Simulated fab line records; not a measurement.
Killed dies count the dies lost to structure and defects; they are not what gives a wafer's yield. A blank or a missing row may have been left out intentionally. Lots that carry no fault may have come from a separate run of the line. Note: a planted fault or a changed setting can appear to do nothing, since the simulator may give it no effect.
Check of tool commonality + flow gf180mcu + 39 wafers sampled across 13 lots

## THE REASON FOR OPENING IT
Of 13 lots, 1 have the reading VT_IMPLANT_4_TW flagged at GF_VT_IMPLANT_TW_MEAS_43. Wafers without a fault read 690, standard deviation 7.
Rule: a lot is flagged when every wafer of it that has a number lies more than 4 standard deviations from that mean, or none has a number. The other lots count as sound.

| lot  | measured     | on           | VT_IMPLANT_4_TW, wafer by wafer | flag    |
|------|--------------|--------------|---------------------------------|---------|
| L433 | day 7 20:13  | filmMetro-02 | 690 687 686                     |         |
| L441 | day 9 23:16  | filmMetro-03 | 30 30 30                        | FLAGGED |
| L444 | day 10 17:25 | filmMetro-02 | 689 690 690                     |         |
| L445 | day 10 23:01 | filmMetro-04 | 694 697 696                     |         |
| L446 | day 11 12:52 | filmMetro-04 | 693 695 692                     |         |
| L447 | day 11 23:31 | filmMetro-02 | 685 687 686                     |         |
| L448 | day 12 01:20 | filmMetro-04 | 703 698 697                     |         |
| L449 | day 12 16:52 | filmMetro-03 | 678 678 678                     |         |
| L450 | day 12 17:48 | filmMetro-04 | 698 699 697                     |         |
| L453 | day 13 11:28 | filmMetro-03 | 683 680 681                     |         |
| L452 | day 13 12:07 | filmMetro-02 | 694 693 691                     |         |
| L454 | day 13 16:56 | filmMetro-03 | 678 682 684                     |         |
| L455 | day 14 04:56 | filmMetro-03 | 681 681 679                     |         |
The numbers of the flagged lots are 30 on average: -660 against the usual, or -94 standard deviations.

## TOOL THAT RAN EACH LOT
Before the reading, the record contains 2 process steps out of a 602-step route. Each cell gives the tool, then ch followed by the chambers the sampled wafers passed through, then the start.
| lot  | flag    | GF_VT_IMPLANT_EXPOSE_37            | GF_VT_IMPLANT_STRIP_42              |
|------|---------|------------------------------------|-------------------------------------|
| L433 |         | ilineStepper-02 ch 0, day 7 11:56  | plasmaAsher-04 ch 0,1, day 7 20:07  |
| L441 | FLAGGED | ilineStepper-01 ch 0, day 9 14:47  | plasmaAsher-03 ch 0,1, day 9 23:10  |
| L444 |         | ilineStepper-01 ch 0, day 10 08:37 | plasmaAsher-02 ch 1, day 10 17:19   |
| L445 |         | ilineStepper-01 ch 0, day 10 13:38 | plasmaAsher-03 ch 0,1, day 10 22:55 |
| L446 |         | ilineStepper-01 ch 0, day 11 03:50 | plasmaAsher-02 ch 0, day 11 12:46   |
| L447 |         | ilineStepper-01 ch 0, day 11 14:32 | plasmaAsher-02 ch 0,1, day 11 23:25 |
| L448 |         | ilineStepper-01 ch 0, day 11 15:53 | plasmaAsher-04 ch 0,1, day 12 01:16 |
| L449 |         | ilineStepper-02 ch 0, day 12 06:31 | plasmaAsher-04 ch 0,1, day 12 16:46 |
| L450 |         | ilineStepper-01 ch 0, day 12 07:46 | plasmaAsher-02 ch 0,1, day 12 17:43 |
| L453 |         | ilineStepper-02 ch 0, day 13 01:20 | plasmaAsher-03 ch 0,1, day 13 11:22 |
| L452 |         | ilineStepper-02 ch 0, day 13 02:07 | plasmaAsher-04 ch 0,1, day 13 12:01 |
| L454 |         | ilineStepper-01 ch 0, day 13 07:12 | plasmaAsher-04 ch 0,1, day 13 16:51 |
| L455 |         | ilineStepper-01 ch 0, day 13 18:49 | plasmaAsher-04 ch 0,1, day 14 04:49 |
What is done by these steps:
- GF_VT_IMPLANT_EXPOSE_37: exposes mask Nwell HV AREA, target cd 860 nm.
- GF_VT_IMPLANT_STRIP_42: strips in O2/N2.
- GF_VT_IMPLANT_TW_MEAS_43

## FLAGGED AGAINST TOTAL, ONE TOOL AT A TIME (gauges that did the reading follow at the end)
| step                     | tool            | lots run | flagged | share of the flagged lots | sound lots run after its first flagged lot  |
|--------------------------|-----------------|----------|---------|---------------------------|---------------------------------------------|
| GF_VT_IMPLANT_EXPOSE_37  | ilineStepper-01 | 9        | 1       | all                       | 8 (L444,L445,L446,L447,L448,L450,L454,L455) |
| GF_VT_IMPLANT_EXPOSE_37  | ilineStepper-02 | 4        | 0       | none                      | -                                           |
| GF_VT_IMPLANT_STRIP_42   | plasmaAsher-02  | 4        | 0       | none                      | -                                           |
| GF_VT_IMPLANT_STRIP_42   | plasmaAsher-03  | 3        | 1       | all                       | 2 (L445,L453)                               |
| GF_VT_IMPLANT_STRIP_42   | plasmaAsher-04  | 6        | 0       | none                      | -                                           |
| GF_VT_IMPLANT_TW_MEAS_43 | filmMetro-02    | 4        | 0       | none                      | -                                           |
| GF_VT_IMPLANT_TW_MEAS_43 | filmMetro-03    | 5        | 1       | all                       | 4 (L449,L453,L454,L455)                     |
| GF_VT_IMPLANT_TW_MEAS_43 | filmMetro-04    | 4        | 0       | none                      | -                                           |

## WHAT THE TABLE PERMITS
ilineStepper-01 at GF_VT_IMPLANT_EXPOSE_37, plasmaAsher-03 at GF_VT_IMPLANT_STRIP_42 and filmMetro-03 at GF_VT_IMPLANT_TW_MEAS_43: these 3 rows of the table ran every flagged lot.
- ilineStepper-01 at GF_VT_IMPLANT_EXPOSE_37: 1 of its 9 lots flagged. Lots that were sound ran on it after the first flagged one (L444, L445, L446, L447, L448, L450, L454, L455); a persistent fault on the entire tool would not allow that.
- plasmaAsher-03 at GF_VT_IMPLANT_STRIP_42: 1 of its 3 lots flagged. Lots that were sound ran on it after the first flagged one (L445, L453); a persistent fault on the entire tool would not allow that.
- filmMetro-03 at GF_VT_IMPLANT_TW_MEAS_43: 1 of its 5 lots flagged. Lots that were sound ran on it after the first flagged one (L449, L453, L454, L455); a persistent fault on the entire tool would not allow that.
There is no row in the table that ran each flagged lot and no sound lot after the first.

## WHAT THE SIMULATOR HAD PUT IN
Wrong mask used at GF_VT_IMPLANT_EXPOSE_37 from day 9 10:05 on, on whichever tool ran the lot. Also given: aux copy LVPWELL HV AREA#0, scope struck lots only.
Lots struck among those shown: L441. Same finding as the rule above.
